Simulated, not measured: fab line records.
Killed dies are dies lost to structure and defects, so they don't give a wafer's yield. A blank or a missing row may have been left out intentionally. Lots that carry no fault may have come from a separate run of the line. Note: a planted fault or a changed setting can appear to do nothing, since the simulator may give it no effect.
fab line records -- flow sky130
[record] lots = 13, wafers = 39, lastDay = 50
route steps=708 shown LDD_LDN@296 POLY_CUT@316 SD_P@327 RES_XHIGH@336 PAD_OPEN@708
lots with no fault: from the same line, run without faults
startH: hours from the record's opening day to when the first of the lot's shown wafers began -- waitH: hours elapsed since this lot's preceding step -- " as in the row above -- L1.1+2: one row covering several wafers at once -- - no value present, or no start provided -- * or withheld: withheld -- < > ~ a bound
route shown NAME@n: a module of which the file shows steps, and the number in the route of the first -- usual: average and standard deviation across the fault-free wafers -- same: alike in all rows -- chamber/n: place in a boat -- sites: per-site readings -- _std_site: standard deviation across them -- _edge_site: outer sites' mean less inner sites' -- radiusMm: for every site, how far away it sits from the centre of the wafer -- mask NAME#n: copy n -- behind: the tool/chamber that last shaped the wafer -- hold: what put the lot on hold/how long, in hours/how the hold closed -- device: transistor that didn't switch, given as n, p or np -- end of line: the tests these same wafers got at the end of their route -- a step with no rows: only its recipe -- killed: not the wafer's yield, but the dies lost to structure and defects at the first sort -- map: per-die view of a wafer (x killed, . not killed, _ where there is no die)
set.NAME: setting as actually run; set.NAME@STEP: the setting as run at that earlier step -- model.NAME: the simulator's own value behind a step, which no gauge read
route steps across a sampled set of lots; one table per step, one row per wafer
services: from which hour (startH, from the record's first day; less than 0 if before it) a tool's chamber was out of use, for how many hours, and why
[[steps]]
[step SKY_LDD_LDN_OVL_MEAS_07]
[usual] LDD_LDN_OVL = 0.2/1.5
lot.wafer,tool,chamber,startH,waitH,LDD_LDN_OVL[nm]
L657.2,overlay-02,-,522.14,0.1,-0.6
L657.3,overlay-02,-,522.14,0.1,1.1
L657.6,overlay-02,-,522.14,0.1,0.5
L659.1,overlay-02,-,529.29,0.1,-0.2
L659.2,overlay-02,-,529.29,0.1,-2.2
L659.5,overlay-02,-,529.29,0.1,0.8
L660.3,overlay-02,-,554.95,0.1,-0.7
L660.4,overlay-02,-,554.95,0.1,-1.8
L660.5,overlay-02,-,554.95,0.1,-0.1
L662.1,overlay-02,-,571.24,0.1,0.0
L662.2,overlay-02,-,571.24,0.1,1.3
L662.5,overlay-02,-,571.24,0.1,0.1
L665.1,overlay-01,-,640.07,0.1,-0.3
L665.2,overlay-01,-,640.07,0.1,2.3
L665.5,overlay-01,-,640.07,0.1,2.0
L663.1,overlay-02,-,640.29,0.1,0.1
L663.4,overlay-02,-,640.29,0.1,0.6
L663.6,overlay-02,-,640.29,0.1,-1.3
L668.3,overlay-01,-,642.53,0.1,-1.2
L668.5,overlay-01,-,642.53,0.1,-0.2
L668.6,overlay-01,-,642.53,0.1,-1.2
L666.1,overlay-01,-,643.12,0.1,0.5
L666.3,overlay-01,-,643.12,0.1,-1.3
L666.5,overlay-01,-,643.12,0.1,-2.0
L675.2,overlay-01,-,668.97,0.1,-1.2
L675.4,overlay-01,-,668.97,0.1,-0.2
L675.5,overlay-01,-,668.97,0.1,-0.2
L676.1,overlay-01,-,680.72,0.1,-1.1
L676.2,overlay-01,-,680.72,0.1,-1.2
L676.3,overlay-01,-,680.72,0.1,-0.2
L677.2,overlay-02,-,684.67,0.1,-1.1
L677.4,overlay-02,-,684.67,0.1,0.6
L677.5,overlay-02,-,684.67,0.1,-0.1
L680.1,overlay-02,-,728.89,0.1,1.8
L680.3,overlay-02,-,728.89,0.1,0.3
L680.4,overlay-02,-,728.89,0.1,1.2
L679.1,overlay-02,-,729.12,0.1,-0.5
L679.3,overlay-02,-,729.12,0.1,0.2
L679.5,overlay-02,-,729.12,0.1,0.1
[step SKY_POLY_CUT_OVL_MEAS_09]
[usual] POLY_CUT_OVL = 4/6.5
lot.wafer,tool,chamber,startH,waitH,POLY_CUT_OVL[nm]
L657.2,overlay-01,-,556.36,0.1,16
L657.3,overlay-01,-,556.36,0.1,10
L657.6,overlay-01,-,556.36,0.1,17
L659.1,overlay-02,-,561.44,0.1,-1
L659.2,overlay-02,-,561.44,0.1,-4
L659.5,overlay-02,-,561.44,0.1,-3
L660.3,overlay-02,-,586.38,0.1,6
L660.4,overlay-02,-,586.38,0.1,7
L660.5,overlay-02,-,586.38,0.1,10
L662.1,overlay-02,-,602.24,0.1,0
L662.2,overlay-02,-,602.24,0.1,4
L662.5,overlay-02,-,602.24,0.1,5
L665.1,overlay-02,-,671.47,0.1,1
L665.2,overlay-02,-,671.47,0.1,6
L665.5,overlay-02,-,671.47,0.1,4
L663.1,overlay-01,-,671.82,0.1,-1
L663.4,overlay-01,-,671.82,0.1,4
L663.6,overlay-01,-,671.82,0.1,3
L668.3,overlay-02,-,673.78,0.1,1
L668.5,overlay-02,-,673.78,0.1,2
L668.6,overlay-02,-,673.78,0.1,-4
L666.1,overlay-01,-,674.12,0.1,3
L666.3,overlay-01,-,674.12,0.1,2
L666.5,overlay-01,-,674.12,0.1,3
L675.2,overlay-02,-,699.28,0.1,3
L675.4,overlay-02,-,699.28,0.1,15
L675.5,overlay-02,-,699.28,0.1,12
L676.1,overlay-01,-,712.64,0.1,1
L676.2,overlay-01,-,712.64,0.1,11
L676.3,overlay-01,-,712.64,0.1,3
L677.2,overlay-02,-,714.38,0.1,-7
L677.4,overlay-02,-,714.38,0.1,-4
L677.5,overlay-02,-,714.38,0.1,5
L679.1,overlay-02,-,758.69,0.1,8
L679.3,overlay-02,-,758.69,0.1,4
L679.5,overlay-02,-,758.69,0.1,6
L680.1,overlay-01,-,758.86,0.1,-2
L680.3,overlay-01,-,758.86,0.1,1
L680.4,overlay-01,-,758.86,0.1,9
[step SKY_SD_P_CD_MEAS_07]
[recipe] targetCdNm = 380
[usual] cdNm = 380.2/2.8
lot.wafer,tool,chamber,startH,waitH,cdNm
L657.2,cdSem-01,-,585.27,0.1,381.4
L657.3,cdSem-01,-,585.27,0.1,380.3
L657.6,cdSem-01,-,585.27,0.1,380.6
L659.1,cdSem-02,-,590.85,0.1,377.1
L659.2,cdSem-02,-,590.85,0.1,378.7
L659.5,cdSem-02,-,590.85,0.1,374.9
L660.3,cdSem-02,-,615.04,0.1,379.3
L660.4,cdSem-02,-,615.04,0.1,378.3
L660.5,cdSem-02,-,615.04,0.1,377.5
L662.1,cdSem-01,-,631.05,0.1,381.2
L662.2,cdSem-01,-,631.05,0.1,382.8
L662.5,cdSem-01,-,631.05,0.1,381.7
L665.1,cdSem-01,-,698.96,0.1,375.8
L665.2,cdSem-01,-,698.96,0.1,376.4
L665.5,cdSem-01,-,698.96,0.1,374.8
L663.1,cdSem-01,-,699.61,0.1,377.6
L663.4,cdSem-01,-,699.61,0.1,375.4
L663.6,cdSem-01,-,699.61,0.1,376.7
L668.3,cdSem-01,-,701.88,0.1,381.4
L668.5,cdSem-01,-,701.88,0.1,382.9
L668.6,cdSem-01,-,701.88,0.1,380.2
L666.1,cdSem-02,-,702.01,0.1,380.3
L666.3,cdSem-02,-,702.01,0.1,379.3
L666.5,cdSem-02,-,702.01,0.1,382.5
L675.2,cdSem-01,-,727.01,0.1,377.5
L675.4,cdSem-01,-,727.01,0.1,378.1
L675.5,cdSem-01,-,727.01,0.1,378.3
L676.1,cdSem-02,-,739.55,0.1,380.3
L676.2,cdSem-02,-,739.55,0.1,378.8
L676.3,cdSem-02,-,739.55,0.1,381.5
L677.2,cdSem-01,-,741.27,0.1,383.9
L677.4,cdSem-01,-,741.27,0.1,384.6
L677.5,cdSem-01,-,741.27,0.1,385.0
L679.1,cdSem-01,-,785.26,0.1,378.7
L679.3,cdSem-01,-,785.26,0.1,378.2
L679.5,cdSem-01,-,785.26,0.1,376.2
L680.1,cdSem-02,-,786.14,0.1,381.7
L680.3,cdSem-02,-,786.14,0.1,382.6
L680.4,cdSem-02,-,786.14,0.1,383.8
[step SKY_RES_XHIGH_EXPOSE_04]
[recipe] maskId = URPM, na = 0.6, sourceShape = conventional, sigmaOuter = 0.6, polarization = unpolarized, targetCdNm = 1270, doseMj = 140
[same] na = 0.6
lot.wafer,tool,chamber,startH,waitH,mask
L657.2+3+6,ilineStepper-01,0,600.65,-,URPM#0
L659.1+2+5,ilineStepper-02,0,605.99,-,URPM#0
L660.3+4+5,ilineStepper-02,0,629.69,-,URPM#0
L662.1+2+5,ilineStepper-01,0,645.49,-,URPM#0
L665.1+2+5,ilineStepper-01,0,712.65,-,URPM#0
L663.1+4+6,ilineStepper-01,0,713.42,-,URPM#0
L668.3+5+6,ilineStepper-02,0,715.70,-,URPM_R1#0
L666.1+3+5,ilineStepper-02,0,716.01,-,URPM#0
L675.2+4+5,ilineStepper-01,0,739.88,-,URPM#0
L676.1+2+3,ilineStepper-02,0,753.53,-,URPM#0
L677.2+4+5,ilineStepper-02,0,755.84,-,URPM#0
L679.1+3+5,ilineStepper-01,0,798.65,-,URPM#0
L680.1+3+4,ilineStepper-02,0,800.04,-,URPM#0
[step SKY_PAD_OPEN_PROBE_99]
[usual] killed_at_M0_to_M3 = 43/7.3, killed_at_M4_up = 3.5/2.2, killedAtContacts = 24/5.3, killedAtFrontEnd = 15/4.2, killedAtOther = 0.3/0.67, killedDies = 86/9.8, killedOpen = 47/7.2, killedShort = 39/6.5
[same] grossDies = 492, killedAtBackSide = 0
lot.wafer,tool,chamber,startH,waitH,killed_at_M0_to_M3,killed_at_M4_up,killedAtContacts,killedAtFrontEnd,killedAtOther,killedDies,killedOpen,killedShort
L662.1,prober-01,-,1104.40,0.1,37,3,20,24,1,85,47,38
L662.2,prober-01,-,1104.45,0.1,46,5,19,15,1,86,60,25
L662.5,prober-01,-,1104.60,0.2,49,2,22,11,0,84,48,36
L668.3,prober-02,-,1157.21,0.2,44,4,21,15,0,84,44,40
L668.5,prober-02,-,1157.31,0.2,36,1,17,16,1,71,38,32
L668.6,prober-02,-,1157.36,0.2,37,3,30,24,0,94,43,51
L666.1,prober-01,-,1158.61,0.1,41,6,27,20,2,96,47,49
L666.3,prober-01,-,1158.71,0.2,37,6,34,12,0,89,55,34
L666.5,prober-01,-,1158.81,0.2,39,6,26,7,1,79,48,31
// killed by level:class
L662.1 VIA1:geometricParticle:open=11 CONTACT:geometricParticle:open=8 POLY_GATE:geometricParticle:open=8 METAL2:geometricParticle:short=6 VIA2:geometricParticle:open=6 FIELD_ISO:geometricParticle:short=4 POLY_GATE:geometricParticle:short=4 LOCAL_INTERCONNECT:geometricParticle:short=4
L662.2 VIA3:geometricParticle:open=12 VIA1:geometricParticle:open=10 CONTACT:geometricParticle:open=9 VIA2:geometricParticle:open=7 FIELD_ISO:geometricParticle:open=6 LI_CONTACT:geometricParticle:open=4 METAL2:geometricParticle:short=4 LOCAL_INTERCONNECT:geometricParticle:short=3
L662.5 VIA2:geometricParticle:open=11 VIA3:geometricParticle:open=9 CONTACT:geometricParticle:open=7 LI_CONTACT:geometricParticle:open=6 VIA1:geometricParticle:short=6 VIA1:geometricParticle:open=5 METAL3:geometricParticle:short=5 CONTACT:geometricParticle:short=4
L668.3 CONTACT:geometricParticle:open=10 VIA1:geometricParticle:open=8 METAL2:geometricParticle:short=8 POLY_GATE:geometricParticle:short=5 LI_CONTACT:geometricParticle:open=5 VIA2:geometricParticle:open=5 FIELD_ISO:geometricParticle:open=4 METAL1:geometricParticle:short=4
L668.5 METAL1:geometricParticle:short=7 LI_CONTACT:geometricParticle:open=6 VIA1:geometricParticle:open=6 CONTACT:geometricParticle:open=5 VIA3:geometricParticle:open=5 FIELD_ISO:geometricParticle:open=3 VIA1:geometricParticle:short=3 POLY_GATE:geometricParticle:short=3
L668.6 CONTACT:geometricParticle:open=12 FIELD_ISO:geometricParticle:short=9 LOCAL_INTERCONNECT:geometricParticle:short=7 FIELD_ISO:geometricParticle:open=6 METAL1:geometricParticle:short=6 VIA2:geometricParticle:open=6 CONTACT:geometricParticle:short=5 VIA1:geometricParticle:open=5
L666.1 LOCAL_INTERCONNECT:geometricParticle:short=9 METAL1:geometricParticle:short=9 VIA1:geometricParticle:open=9 VIA2:geometricParticle:open=8 POLY_GATE:geometricParticle:short=7 FIELD_ISO:geometricParticle:open=6 LI_CONTACT:geometricParticle:short=5 LI_CONTACT:geometricParticle:open=5
L666.3 VIA1:geometricParticle:open=14 LI_CONTACT:geometricParticle:open=11 CONTACT:geometricParticle:open=10 LOCAL_INTERCONNECT:geometricParticle:short=6 METAL1:geometricParticle:short=5 VIA2:geometricParticle:open=5 POLY_GATE:geometricParticle:open=4 CONTACT:geometricParticle:short=4
L666.5 LI_CONTACT:geometricParticle:open=11 VIA1:geometricParticle:open=10 CONTACT:geometricParticle:open=8 METAL1:geometricParticle:short=6 VIA2:geometricParticle:open=6 METAL2:geometricParticle:short=4 FIELD_ISO:geometricParticle:open=3 LI_CONTACT:geometricParticle:short=3
[[services]]
tool,chamber,startH,hours,kind
ilineStepper-01,-,587.43,8.9,pm
ilineStepper-02,-,645.17,1.7,pm
ilineStepper-01,-,704.73,4.3,pm
ilineStepper-02,-,710.03,4.4,pm
ilineStepper-01,-,716.19,1.7,pm
ilineStepper-01,0,730.41,-,calibration
ilineStepper-02,-,735.34,15.6,repair
ilineStepper-02,0,774.53,-,calibration
[[key]]
[firstSign] step = SKY_RES_XHIGH_EXPOSE_04, reading = mask, direction = changed
effect none on later readings
metAt SKY_RES_XHIGH_EXPOSE_04
struckLots L668
testerLeftOut L668
notActingAt SKY_LDD_LDN_OVL_MEAS_07,SKY_POLY_CUT_OVL_MEAS_09,SKY_SD_P_CD_MEAS_07
onsetBetween 629.69 715.70
[fault] kind = wrongMask, tool = any, chamber = -, onsetH = 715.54, steps = SKY_RES_XHIGH_EXPOSE_04, auxCopy = URPM_R1#0, cdOffsetNm = 190, scope = struckLotsOnly
// testerLeftOut: of these lots the tester's yield and bins aren't shown, on N5 and GAA mostly nor the transistor test; their killed dies are dies lost to structure and defects alone, not to doping, threshold or leakage, so they don't give the yield
